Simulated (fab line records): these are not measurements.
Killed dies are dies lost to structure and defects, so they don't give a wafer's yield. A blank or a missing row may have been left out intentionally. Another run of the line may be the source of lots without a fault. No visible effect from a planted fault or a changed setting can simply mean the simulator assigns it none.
Which tool did it? :: flow sky130 :: 39 wafers from 13 lots sampled at 4 of the route's 708 steps

== WHAT THE GAUGES SHOWED, per wafer ==
SKY_METAL2_THK_MEAS_06: measures by xrf. Usual: METAL2_ALCU_THK typically reads 250 nm, with standard deviation 3.7.
lot: L817
measured: day 34 18:34
on: filmMetro-02
METAL2_ALCU_THK (nm): 252 251 251
flag: 

lot: L818
measured: day 34 18:56
on: filmMetro-01
METAL2_ALCU_THK (nm): 245 243 250
flag: 

lot: L820
measured: day 35 08:29
on: filmMetro-01
METAL2_ALCU_THK (nm): 254 256 256
flag: 

lot: L821
measured: day 35 15:20
on: filmMetro-03
METAL2_ALCU_THK (nm): 248 248 249
flag: 

lot: L822
measured: day 35 21:44
on: filmMetro-02
METAL2_ALCU_THK (nm): 257 257 257
flag: 

lot: L823
measured: day 36 07:26
on: filmMetro-01
METAL2_ALCU_THK (nm): 247 244 243
flag: 

lot: L826
measured: day 37 06:47
on: filmMetro-02
METAL2_ALCU_THK (nm): 253 250 254
flag: 

lot: L829
measured: day 38 08:46
on: filmMetro-02
METAL2_ALCU_THK (nm): 252 253 251
flag: 

lot: L831
measured: day 38 15:40
on: filmMetro-01
METAL2_ALCU_THK (nm): 246 243 245
flag: 

lot: L833
measured: day 39 05:46
on: filmMetro-01
METAL2_ALCU_THK (nm): 248 245 250
flag: 

lot: L835
measured: day 40 04:55
on: filmMetro-01
METAL2_ALCU_THK (nm): 250 245 250
flag: 

lot: L836
measured: day 40 12:01
on: filmMetro-03
METAL2_ALCU_THK (nm): 241 246 247
flag: 

lot: L839
measured: day 41 18:41
on: filmMetro-02
METAL2_ALCU_THK (nm): 250 253 252
flag: 

SKY_METAL2_CD_MEAS_15 targets a cd of 140 nm. Usual: cdNm reads 139.7 nm (standard deviation 1.5).
lot: L817
measured: day 35 19:21
on: cdSem-01
cdNm (nm): 141.1 138.4 137.6
flag: 

lot: L818
measured: day 35 20:06
on: cdSem-02
cdNm (nm): 139.6 138.9 140.1
flag: 

lot: L820
measured: day 36 09:58
on: cdSem-02
cdNm (nm): 140.1 138.8 138.9
flag: 

lot: L821
measured: day 36 17:33
on: cdSem-01
cdNm (nm): 140.1 140.3 140.2
flag: 

lot: L822
measured: day 37 00:05
on: cdSem-02
cdNm (nm): 138.9 138.9 138.5
flag: 

lot: L823
measured: day 37 09:23
on: cdSem-01
cdNm (nm): 139.7 139.3 141.6
flag: 

lot: L826
measured: day 38 08:21
on: cdSem-01
cdNm (nm): 140.6 141.1 140.7
flag: 

lot: L829
measured: day 39 09:03
on: cdSem-02
cdNm (nm): 139.0 139.1 137.4
flag: 

lot: L831
measured: day 39 16:08
on: cdSem-02
cdNm (nm): 139.6 138.8 138.4
flag: 

lot: L833
measured: day 40 06:33
on: cdSem-01
cdNm (nm): 139.7 139.8 140.7
flag: 

lot: L835
measured: day 41 04:37
on: cdSem-02
cdNm (nm): 140.9 139.2 138.4
flag: 

lot: L836
measured: day 41 11:41
on: cdSem-02
cdNm (nm): 141.1 139.1 141.3
flag: 

lot: L839
measured: day 42 18:28
on: cdSem-01
cdNm (nm): 140.0 138.7 140.2
flag: 

== TOOL THAT RAN EACH LOT (tool first, then ch and the chambers of the sampled wafers, then the start) ==
lot: L817
SKY_METAL2_SPUTTER_03: pvdSputter-02, day 34 18:22
SKY_METAL2_DEHYDRATE_07: lithoTrack-02 ch 0, day 35 06:28

lot: L818
SKY_METAL2_SPUTTER_03: pvdSputter-04, day 34 18:43
SKY_METAL2_DEHYDRATE_07: lithoTrack-04 ch 0, day 35 06:58

lot: L820
SKY_METAL2_SPUTTER_03: pvdSputter-04, day 35 08:16
SKY_METAL2_DEHYDRATE_07: lithoTrack-01 ch 0, day 35 20:17

lot: L821
SKY_METAL2_SPUTTER_03: pvdSputter-04, day 35 15:08
SKY_METAL2_DEHYDRATE_07: lithoTrack-04 ch 0, day 36 03:46

lot: L822
SKY_METAL2_SPUTTER_03: pvdSputter-02, day 35 21:32
SKY_METAL2_DEHYDRATE_07: lithoTrack-04 ch 0, day 36 10:41

lot: L823
SKY_METAL2_SPUTTER_03: pvdSputter-02, day 36 07:14
SKY_METAL2_DEHYDRATE_07: lithoTrack-02 ch 0, day 36 19:47

lot: L826
SKY_METAL2_SPUTTER_03: pvdSputter-02, day 37 06:35
SKY_METAL2_DEHYDRATE_07: lithoTrack-04 ch 0, day 37 19:40

lot: L829
SKY_METAL2_SPUTTER_03: pvdSputter-02, day 38 08:35
SKY_METAL2_DEHYDRATE_07: lithoTrack-01 ch 0, day 38 21:10

lot: L831
SKY_METAL2_SPUTTER_03: pvdSputter-03, day 38 15:28
SKY_METAL2_DEHYDRATE_07: lithoTrack-02 ch 0, day 39 03:20

lot: L833
SKY_METAL2_SPUTTER_03: pvdSputter-03, day 39 05:34
SKY_METAL2_DEHYDRATE_07: lithoTrack-02 ch 0, day 39 17:46

lot: L835
SKY_METAL2_SPUTTER_03: pvdSputter-02, day 40 04:43
SKY_METAL2_DEHYDRATE_07: lithoTrack-01 ch 0, day 40 15:53

lot: L836
SKY_METAL2_SPUTTER_03: pvdSputter-03, day 40 11:49
SKY_METAL2_DEHYDRATE_07: lithoTrack-01 ch 0, day 40 23:26

lot: L839
SKY_METAL2_SPUTTER_03: pvdSputter-03, day 41 18:28
SKY_METAL2_DEHYDRATE_07: lithoTrack-01 ch 0, day 42 06:05
- SKY_METAL2_SPUTTER_03: material Ti, target thk 5 nm, time 3.3 s.
- SKY_METAL2_DEHYDRATE_07: time 60 s.

== WHAT THE TOOLS THEMSELVES READ (means of the sampled wafers that have a number; where no wafer has one, the mark that the record gives instead) ==
SKY_METAL2_SPUTTER_03. Usual: throttleValvePct reads 29.6 % (standard deviation 0.98).
lot: L817
tool: pvdSputter-02
throttleValvePct (%): 29.6
flag: 

lot: L818
tool: pvdSputter-04
throttleValvePct (%): 30.1
flag: 

lot: L820
tool: pvdSputter-04
throttleValvePct (%): 29.7
flag: 

lot: L821
tool: pvdSputter-04
throttleValvePct (%): 29.8
flag: 

lot: L822
tool: pvdSputter-02
throttleValvePct (%): 29.2
flag: 

lot: L823
tool: pvdSputter-02
throttleValvePct (%): 29.3
flag: 

lot: L826
tool: pvdSputter-02
throttleValvePct (%): 29.2
flag: 

lot: L829
tool: pvdSputter-02
throttleValvePct (%): 28.9
flag: 

lot: L831
tool: pvdSputter-03
throttleValvePct (%): 29.9
flag: 

lot: L833
tool: pvdSputter-03
throttleValvePct (%): 29.3
flag: 

lot: L835
tool: pvdSputter-02
throttleValvePct (%): 29.0
flag: 

lot: L836
tool: pvdSputter-03
throttleValvePct (%): 29.3
flag: 

lot: L839
tool: pvdSputter-03
throttleValvePct (%): 29.6
flag: 

SKY_METAL2_DEHYDRATE_07. Usual: heaterPowerTotalW 160.36 W, standard deviation 0.12; runLengthS 88.95 s, standard deviation 0.19.
lot: L817
tool: lithoTrack-02
heaterPowerTotalW (W): 160.38
runLengthS (s): 89.15
flag: 

lot: L818
tool: lithoTrack-04
heaterPowerTotalW (W): 160.42
runLengthS (s): 88.75
flag: 

lot: L820
tool: lithoTrack-01
heaterPowerTotalW (W): 160.37
runLengthS (s): 88.79
flag: 

lot: L821
tool: lithoTrack-04
heaterPowerTotalW (W): 160.42
runLengthS (s): 88.84
flag: 

lot: L822
tool: lithoTrack-04
heaterPowerTotalW (W): 160.27
runLengthS (s): 88.68
flag: 

lot: L823
tool: lithoTrack-02
heaterPowerTotalW (W): 160.28
runLengthS (s): 89.14
flag: 

lot: L826
tool: lithoTrack-04
heaterPowerTotalW (W): 160.30
runLengthS (s): 88.70
flag: 

lot: L829
tool: lithoTrack-01
heaterPowerTotalW (W): 160.41
runLengthS (s): 88.92
flag: 

lot: L831
tool: lithoTrack-02
heaterPowerTotalW (W): 165.97
runLengthS (s): 83.31
flag: OFF

lot: L833
tool: lithoTrack-02
heaterPowerTotalW (W): 165.99
runLengthS (s): 83.24
flag: OFF

lot: L835
tool: lithoTrack-01
heaterPowerTotalW (W): 160.40
runLengthS (s): 88.89
flag: 

lot: L836
tool: lithoTrack-01
heaterPowerTotalW (W): 160.42
runLengthS (s): 88.90
flag: 

lot: L839
tool: lithoTrack-01
heaterPowerTotalW (W): 160.41
runLengthS (s): 88.85
flag: 

== THE ANSWER, worked out from the rows above alone ==
Rule: a lot is off if the mean of its wafers that have a number lies more than 3 standard deviations from the usual mean. A lot without any number at a reading at which 4 lots or more have one is off too. Where the step has rows for the other lots, those lots are counted as sound. First the gauges in route order, then the tools' own readings, where a lot's mean is used as printed above. At the first step where some lot is off, the reading lying furthest off is the one used; lots without a number count as furthest.
Off: L831, L833, at SKY_METAL2_DEHYDRATE_07 (heaterPowerTotalW).
If a tool, at that step or one of the process steps before it, ran each lot that is off and ran no sound lot following the first of them, it fits. One candidate fits, namely lithoTrack-02 at SKY_METAL2_DEHYDRATE_07. Its last sound lot is L823 (day 36 19:47), its first lot that is off L831 (day 39 03:20): a fault that began between those two fits.
The tool's own readings at SKY_METAL2_DEHYDRATE_07 bear it out: on the lots that are off they differ by more than 5 times the standard deviation of the sound lots' means. heaterPowerTotalW reads 165.98 W there against 160.37 W on the sound lots; runLengthS reads 83.28 s there against 88.87 s on the sound lots.

== WHAT THE SIMULATOR PUT IN ==
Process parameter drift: lithoTrack-02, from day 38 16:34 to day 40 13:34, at SKY_METAL2_DEHYDRATE_07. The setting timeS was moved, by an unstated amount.
Lots struck among those shown: L831, L833. The rule above found the same.
